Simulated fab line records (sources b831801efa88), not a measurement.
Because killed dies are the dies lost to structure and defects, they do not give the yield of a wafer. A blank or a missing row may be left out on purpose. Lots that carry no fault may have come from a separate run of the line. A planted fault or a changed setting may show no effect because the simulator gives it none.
Matching of chambers    flow sky130    4 sister chambers for SKY_VIA1_CMP_24 on cmp-01
The step polishes, stops on SiO2, t overpolish 15 s, target thk 0 nm. 14 wafers are shown with their chamber, then 7 later ones without.

WAFERS PAIRED WITH THEIR CHAMBERS
wafer   chamber  motor current A (A)  time to endpoint s (s)  platen rpm (rpm)
L478.2  1        11.5                 65.5                    60.00
L478.4  3        9.8                  66.6                    60.04
L478.6  3        10.4                 66.8                    59.99
L483.3  2        10.1                 60.2                    60.00
L483.4  1        12.1                 66.0                    59.99
L483.5  3        10.5                 64.5                    59.99
L491.2  0        8.8                  70.7                    59.98
L491.4  1        11.9                 68.7                    59.98
L491.5  2        10.0                 63.9                    59.94
L490.1  3        10.0                 64.0                    60.02
L490.3  1        11.5                 66.3                    59.95
L490.5  0        8.6                  66.3                    60.05
L492.2  2        9.9                  66.8                    60.00
L492.4  1        12.0                 67.7                    60.07

SIGNATURES (means of the wafers above)
reading             chamber 0  chamber 1  chamber 2  chamber 3  scatter within a chamber
motor current A     8.700      11.800     10.000     10.175     0.262
time to endpoint s  68.500     66.840     63.633     65.475     2.11
platen rpm          60.0150    59.9980    59.9800    60.0100    0.0381
Rule: a wafer's distance from a chamber is the root of the sum, over the readings, of the square of ((its reading less the chamber's mean) divided by the reading's scatter). If the next closest chamber is less than 2 further off than the closest, the wafer can't be placed; otherwise it belongs to the closest. The scatter: the root of (the sum of the squares of (reading less its chamber's mean) over the shown wafers, divided by (wafers less chambers)).

WAFERS WITHOUT THEIR CHAMBER
wafer   motor current A (A)  time to endpoint s (s)  platen rpm (rpm)
L492.6  8.5                  71.8                    60.05
L497.2  10.4                 62.1                    59.97
L497.3  8.7                  65.7                    59.99
L497.5  8.5                  67.1                    59.96
L498.1  10.0                 60.2                    60.00
L498.3  12.2                 66.1                    60.00
L498.5  8.7                  68.8                    59.99

CHAMBER TAKEN BY EACH
wafer   from the rows above      in truth
L492.6  0                        0
L497.2  can't be placed: 2 or 3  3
L497.3  0                        0
L497.5  0                        0
L498.1  can't be placed: 2 or 3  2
L498.3  1                        1
L498.5  0                        0
Correct placement for 5 of the 7. Can't be placed from these rows: 2 (the true chamber is among the candidates in 2). Wrongly placed: 0.
